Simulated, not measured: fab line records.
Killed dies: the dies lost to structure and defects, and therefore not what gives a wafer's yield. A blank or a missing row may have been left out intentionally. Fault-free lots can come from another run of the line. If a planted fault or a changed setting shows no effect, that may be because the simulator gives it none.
Chamber matching :: flow gf180mcu :: cmp-01 running GF_V1_CMP_04: 4 sister chambers
The step polishes SiO2. 16 wafers are shown with their chamber, then 8 later ones without.

## WAFERS, EACH WITH ITS CHAMBER
wafer: L768.2
chamber: 0
motor_current_A (A): 13.9
time_to_endpoint_s (s): 73

wafer: L768.3
chamber: 1
motor_current_A (A): 11.6
time_to_endpoint_s (s): 74

wafer: L768.4
chamber: 3
motor_current_A (A): 12.2
time_to_endpoint_s (s): 76

wafer: L770.1
chamber: 1
motor_current_A (A): 11.9
time_to_endpoint_s (s): 78

wafer: L770.2
chamber: 3
motor_current_A (A): 12.1
time_to_endpoint_s (s): 76

wafer: L770.6
chamber: 0
motor_current_A (A): 13.5
time_to_endpoint_s (s): 81

wafer: L771.1
chamber: 3
motor_current_A (A): 11.5
time_to_endpoint_s (s): 79

wafer: L771.2
chamber: 0
motor_current_A (A): 14.5
time_to_endpoint_s (s): 79

wafer: L771.3
chamber: 2
motor_current_A (A): 12.4
time_to_endpoint_s (s): 88

wafer: L773.3
chamber: 0
motor_current_A (A): 13.7
time_to_endpoint_s (s): 69

wafer: L773.5
chamber: 2
motor_current_A (A): 11.2
time_to_endpoint_s (s): 86

wafer: L773.6
chamber: 1
motor_current_A (A): 11.9
time_to_endpoint_s (s): 78

wafer: L778.1
chamber: 0
motor_current_A (A): 14.3
time_to_endpoint_s (s): 75

wafer: L778.4
chamber: 3
motor_current_A (A): 12.3
time_to_endpoint_s (s): 80

wafer: L778.5
chamber: 3
motor_current_A (A): 12.5
time_to_endpoint_s (s): 83

wafer: L786.3
chamber: 3
motor_current_A (A): 11.4
time_to_endpoint_s (s): 69

SIGNATURES (means of the wafers above)
reading: motor_current_A
chamber 0: 13.980
chamber 1: 11.800
chamber 2: 11.800
chamber 3: 12.000
scatter within a chamber: 0.454

reading: time_to_endpoint_s
chamber 0: 75.40
chamber 1: 76.67
chamber 2: 87.00
chamber 3: 77.17
scatter within a chamber: 4.27
Rule: distance of a wafer from a chamber = root of the sum over the readings of ((wafer's reading minus chamber's mean) / reading's scatter) squared. If the next closest chamber is less than 2 further off than the closest, the wafer can't be placed; otherwise it belongs to the closest. The scatter: take each reading less its chamber's mean, square it, sum over the shown wafers, divide by the number of wafers less the number of chambers, and take the root.

## WAFERS WITH NO CHAMBER GIVEN
wafer: L786.4
motor_current_A (A): 11.3
time_to_endpoint_s (s): 77

wafer: L786.5
motor_current_A (A): 12.9
time_to_endpoint_s (s): 77

wafer: L788.1
motor_current_A (A): 14.3
time_to_endpoint_s (s): 76

wafer: L788.3
motor_current_A (A): 11.3
time_to_endpoint_s (s): 83

wafer: L788.4
motor_current_A (A): 11.2
time_to_endpoint_s (s): 85

wafer: L791.1
motor_current_A (A): 11.0
time_to_endpoint_s (s): 86

wafer: L791.2
motor_current_A (A): 11.7
time_to_endpoint_s (s): 84

wafer: L791.6
motor_current_A (A): 12.4
time_to_endpoint_s (s): 83

## THE CHAMBER EACH PASSED THROUGH
wafer: L786.4
from the rows above: can't be placed: 1 or 3 or 2
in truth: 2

wafer: L786.5
from the rows above: can't be placed: 3 or 0 or 1 or 2
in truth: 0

wafer: L788.1
from the rows above: 0
in truth: 0

wafer: L788.3
from the rows above: can't be placed: 2 or 1 or 3
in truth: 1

wafer: L788.4
from the rows above: can't be placed: 2 or 1 or 3
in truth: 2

wafer: L791.1
from the rows above: can't be placed: 2 or 1 or 3
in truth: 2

wafer: L791.2
from the rows above: can't be placed: 2 or 1 or 3
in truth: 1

wafer: L791.6
from the rows above: can't be placed: 2 or 3 or 1
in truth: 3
Correctly placed: 1 of 8. Can't be placed from these rows: 7 (the true chamber is among the candidates in 7). Wrongly placed: 0.
